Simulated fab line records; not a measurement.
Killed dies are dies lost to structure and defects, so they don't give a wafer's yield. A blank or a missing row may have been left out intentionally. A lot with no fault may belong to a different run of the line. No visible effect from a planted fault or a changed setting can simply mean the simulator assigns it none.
The tool behind it: which one? + flow gf180mcu + 39 wafers from 13 lots sampled at 4 of the route's 602 steps

== WHAT THE GAUGES SHOWED, per wafer ==
GF_SAB_THK_MEAS_01. Usual: for SAB_CVD_00_THK the level is 49.8 nm and the standard deviation is 0.72.
| lot  | measured     | on           | SAB_CVD_00_THK (nm) | flag |
|------|--------------|--------------|---------------------|------|
| L156 | day 13 22:33 | filmMetro-01 | 49.8 49.7 50.4      |      |
| L157 | day 14 07:22 | filmMetro-04 | 50.1 50.2 50.8      |      |
| L158 | day 15 18:16 | filmMetro-01 | 49.9 50.9 50.0      |      |
| L164 | day 17 03:04 | filmMetro-01 | 49.2 42.0 48.6      | OFF  |
| L165 | day 17 16:22 | filmMetro-04 | 49.4 41.7 48.6      | OFF  |
| L171 | day 19 17:08 | filmMetro-01 | 49.0 50.3 50.9      |      |
| L172 | day 20 04:35 | filmMetro-04 | 48.9 50.0 50.4      |      |
| L173 | day 20 07:58 | filmMetro-02 | 50.0 50.6 51.4      |      |
| L174 | day 20 16:51 | filmMetro-04 | 48.4 49.2 50.3      |      |
| L175 | day 21 01:02 | filmMetro-04 | 51.3 50.8 49.5      |      |
| L176 | day 21 11:10 | filmMetro-02 | 49.5 49.8 49.8      |      |
| L177 | day 21 14:49 | filmMetro-02 | 48.7 49.2 50.1      |      |
| L179 | day 22 08:40 | filmMetro-01 | 49.8 49.2 50.3      |      |

GF_SAB_OVL_MEAS_10. Usual: for SAB_OVL the level is 0.9 nm and the standard deviation is 1.4.
| lot  | measured     | on         | SAB_OVL (nm)  | flag |
|------|--------------|------------|---------------|------|
| L156 | day 14 19:43 | overlay-02 | 0.6 -0.1 1.5  |      |
| L157 | day 15 06:08 | overlay-02 | -2.4 -0.9 0.2 |      |
| L158 | day 16 16:43 | overlay-02 | -2.6 -0.9 0.0 |      |
| L164 | day 18 01:17 | overlay-01 | 2.1 2.0 0.9   |      |
| L165 | day 18 15:21 | overlay-02 | 4.1 0.8 2.9   |      |
| L171 | day 20 16:49 | overlay-02 | -1.7 0.8 0.4  |      |
| L172 | day 21 02:54 | overlay-02 | 2.2 4.7 2.4   |      |
| L173 | day 21 06:35 | overlay-01 | 1.3 0.6 -0.1  |      |
| L174 | day 21 15:53 | overlay-02 | 1.6 2.6 1.4   |      |
| L175 | day 21 23:50 | overlay-02 | 2.7 0.1 2.7   |      |
| L176 | day 22 10:56 | overlay-01 | 0.0 -0.7 1.0  |      |
| L177 | day 22 14:39 | overlay-02 | 0.0 2.1 2.1   |      |
| L179 | day 23 07:43 | overlay-01 | 0.6 1.8 1.5   |      |

== EACH LOT AND THE TOOL THAT RAN IT (in order: tool; ch and the chambers of the sampled wafers; start) ==
| lot  | GF_PSD_RTA_13                   | GF_SAB_CVD_00                   |
|------|---------------------------------|---------------------------------|
| L156 | rtpAnneal-01 ch 0, day 13 22:13 | pecvd-01 ch 0,2, day 13 22:31   |
| L157 | rtpAnneal-01 ch 0, day 14 07:02 | pecvd-04 ch 0,2, day 14 07:20   |
| L158 | rtpAnneal-02 ch 0, day 15 17:56 | pecvd-04 ch 0,1, day 15 18:14   |
| L164 | rtpAnneal-02 ch 0, day 17 02:43 | pecvd-01 ch 0,1,2, day 17 03:03 |
| L165 | rtpAnneal-01 ch 0, day 17 16:01 | pecvd-01 ch 0,1,2, day 17 16:20 |
| L171 | rtpAnneal-01 ch 0, day 19 16:47 | pecvd-03 ch 0,1,2, day 19 17:06 |
| L172 | rtpAnneal-02 ch 0, day 20 04:14 | pecvd-03 ch 0,1,2, day 20 04:34 |
| L173 | rtpAnneal-02 ch 0, day 20 07:38 | pecvd-01 ch 1,2, day 20 07:57   |
| L174 | rtpAnneal-02 ch 0, day 20 16:25 | pecvd-01 ch 0,1, day 20 16:50   |
| L175 | rtpAnneal-02 ch 0, day 21 00:43 | pecvd-03 ch 0,1,2, day 21 01:01 |
| L176 | rtpAnneal-02 ch 0, day 21 10:49 | pecvd-04 ch 1,2, day 21 11:08   |
| L177 | rtpAnneal-01 ch 0, day 21 14:29 | pecvd-04 ch 0,2, day 21 14:48   |
| L179 | rtpAnneal-02 ch 0, day 22 08:19 | pecvd-01 ch 0,2, day 22 08:38   |
- GF_PSD_RTA_13: time 20 s.
- GF_SAB_CVD_00: deposits SiO2 from TEOS, target thk 50 nm, time 4.9302 s.

== AS READ BY THE TOOLS THEMSELVES (means over the sampled wafers that have a number; for cases with no such wafer, the mark the record gives instead) ==
GF_PSD_RTA_13. Usual: chamberO2Ppm 2.002, standard deviation 0.025; lampPowerPct 34.71 %, standard deviation 0.13; wafer_temp_C_max 1029.4, standard deviation 0.86.
| lot  | tool         | chamberO2Ppm | lampPowerPct (%) | wafer_temp_C_max | flag |
|------|--------------|--------------|------------------|------------------|------|
| L156 | rtpAnneal-01 | 2.004        | 34.54            | 1028.3           |      |
| L157 | rtpAnneal-01 | 2.009        | 34.58            | 1030.1           |      |
| L158 | rtpAnneal-02 | 2.017        | 34.81            | 1030.2           |      |
| L164 | rtpAnneal-02 | 1.989        | 34.83            | 1029.9           |      |
| L165 | rtpAnneal-01 | 2.015        | 34.57            | 1029.3           |      |
| L171 | rtpAnneal-01 | 1.995        | 34.56            | 1028.8           |      |
| L172 | rtpAnneal-02 | 2.018        | 34.82            | 1029.9           |      |
| L173 | rtpAnneal-02 | 2.006        | 34.84            | 1029.9           |      |
| L174 | rtpAnneal-02 | 2.028        | 34.82            | 1030.4           |      |
| L175 | rtpAnneal-02 | 2.015        | 34.83            | 1029.5           |      |
| L176 | rtpAnneal-02 | 2.001        | 34.87            | 1029.7           |      |
| L177 | rtpAnneal-01 | 1.947        | 34.56            | 1028.8           |      |
| L179 | rtpAnneal-02 | 1.960        | 34.82            | 1029.4           |      |

GF_SAB_CVD_00. Usual: heaterPowerOuterW 356 W, standard deviation 67; heaterPowerW 643 W, standard deviation 97.
| lot  | tool     | heaterPowerOuterW (W) | heaterPowerW (W) | flag |
|------|----------|-----------------------|------------------|------|
| L156 | pecvd-01 | 278                   | 533              |      |
| L157 | pecvd-04 | 389                   | 725              |      |
| L158 | pecvd-04 | 420                   | 701              |      |
| L164 | pecvd-01 | 324                   | 594              |      |
| L165 | pecvd-01 | 318                   | 590              |      |
| L171 | pecvd-03 | 411                   | 720              |      |
| L172 | pecvd-03 | 444                   | 736              |      |
| L173 | pecvd-01 | 351                   | 636              |      |
| L174 | pecvd-01 | 370                   | 638              |      |
| L175 | pecvd-03 | 373                   | 675              |      |
| L176 | pecvd-04 | 353                   | 646              |      |
| L177 | pecvd-04 | 412                   | 737              |      |
| L179 | pecvd-01 | 319                   | 603              |      |

== THE ANSWER, worked out from the rows above alone ==
Rule: a lot is off if the mean of its wafers that have a number lies more than 3 standard deviations from the usual mean. A lot without any number at a reading at which 4 lots or more have one is off too. The other lots that the step has rows for count as sound. The gauges are gone through in route order, then the tools' own readings, and for those a lot's mean is taken as printed above. The first step at which some lot is off is used, and at that step the reading that is off furthest; a lot without a number counts as furthest.
Off: at GF_SAB_THK_MEAS_01 (SAB_CVD_00_THK), L164, L165.
If a tool, at a process step before that reading, ran all the lots that are off and no sound lot after the first of them, it fits. Gauges at GF_SAB_THK_MEAS_01: tried the same way as those tools. None of those tried fits.

== WHAT WAS PUT IN BY THE SIMULATOR ==
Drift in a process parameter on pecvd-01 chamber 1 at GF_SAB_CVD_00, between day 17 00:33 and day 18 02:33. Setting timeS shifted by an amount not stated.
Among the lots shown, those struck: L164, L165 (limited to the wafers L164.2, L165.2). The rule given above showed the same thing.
